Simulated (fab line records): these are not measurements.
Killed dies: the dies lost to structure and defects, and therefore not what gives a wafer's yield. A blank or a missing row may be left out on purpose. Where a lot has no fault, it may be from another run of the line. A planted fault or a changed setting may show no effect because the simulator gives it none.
Problem report in the 8D (eight disciplines) form, filled by code | flow sky130 | the parts of the form that need people (team, actions taken, sign-off) are left out

1. WHAT WENT WRONG
At SKY_LDD_N_IMPLANT_08, end station pressure torr averages 8.16e-05 Torr over 9 wafers from 3 lots, while fault-free wafers read 5.31e-06 Torr, standard deviation 2.7e-07. So: +99 or more standard deviations from the usual mean.
First seen on wafer L922.4, day 21 21:50, on implanter-03. The record has a number at this step for 21 wafers belonging to 7 lots. The rule behind "out" and "out of limits": a value lying over 4 standard deviations away from the usual mean. All remaining wafers that have a number are taken as sound.

2. WHAT THIS IS AND IS NOT
question                    | is                        | is not
which readings at this step | end station pressure torr | -
which lots                  | L922, L923, L924          | L915, L916, L928, L932
which wafers of those lots  | all that have a number    | -
read on which tools         | implanter-03              | implanter-01, implanter-02
when                        | from day 21 21:50         | up to then (6 sound wafers); but 6 sound wafers of L928, L932 came after

3. WHAT RULES OUT EACH SUSPECT
Counting: a tool at a process step up to the reading stays a suspect if it ran every lot that is out and no sound lot after the first of them.
- implanter-03 at SKY_LDD_N_IMPLANT_08: ruled out as a lasting fault. The sound lots L932 went through it after L922, its earliest lot that is out (day 21 21:50).
Left after counting: nothing in the record.

4. THE CAUSE (what the simulator had put in)
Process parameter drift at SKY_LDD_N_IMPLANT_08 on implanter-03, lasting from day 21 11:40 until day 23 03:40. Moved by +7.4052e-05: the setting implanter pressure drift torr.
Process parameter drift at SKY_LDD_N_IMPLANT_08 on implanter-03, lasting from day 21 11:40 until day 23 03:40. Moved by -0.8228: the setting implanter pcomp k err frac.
Counting ruled it out, wrongly.

5. SEQUENCE OF EFFECTS, ordered by route
Each row: a reading whose mean over the struck wafers that have a number lies more than 3 standard deviations from the usual. Only readings for which the record gives a usual standard deviation are gone through. hours: the time from each lot's start at the first step in this table that gives one to its start at this step, as a median over the lots. sigmas: the change in usual standard deviations.
hours | step                 | reading                   | usual         | on struck wafers | change    | sigmas
0     | SKY_LDD_N_IMPLANT_08 | beam on s                 | 10.3 s        | 12.2             | +1.9      | +4.6
0     | SKY_LDD_N_IMPLANT_08 | end station pressure torr | 5.31e-06 Torr | 8.16e-05         | +7.63e-05 | +99 or more
0     | SKY_LDD_N_IMPLANT_08 | faraday current uA        | 410           | 339              | -71       | -4.2
The process steps in it:
- SKY_LDD_N_IMPLANT_08

6. HOW IT WOULD HAVE BEEN CAUGHT EARLIER
The fault began at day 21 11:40; the first out-of-limits reading in this record came at day 21 21:50, 10 hours later.
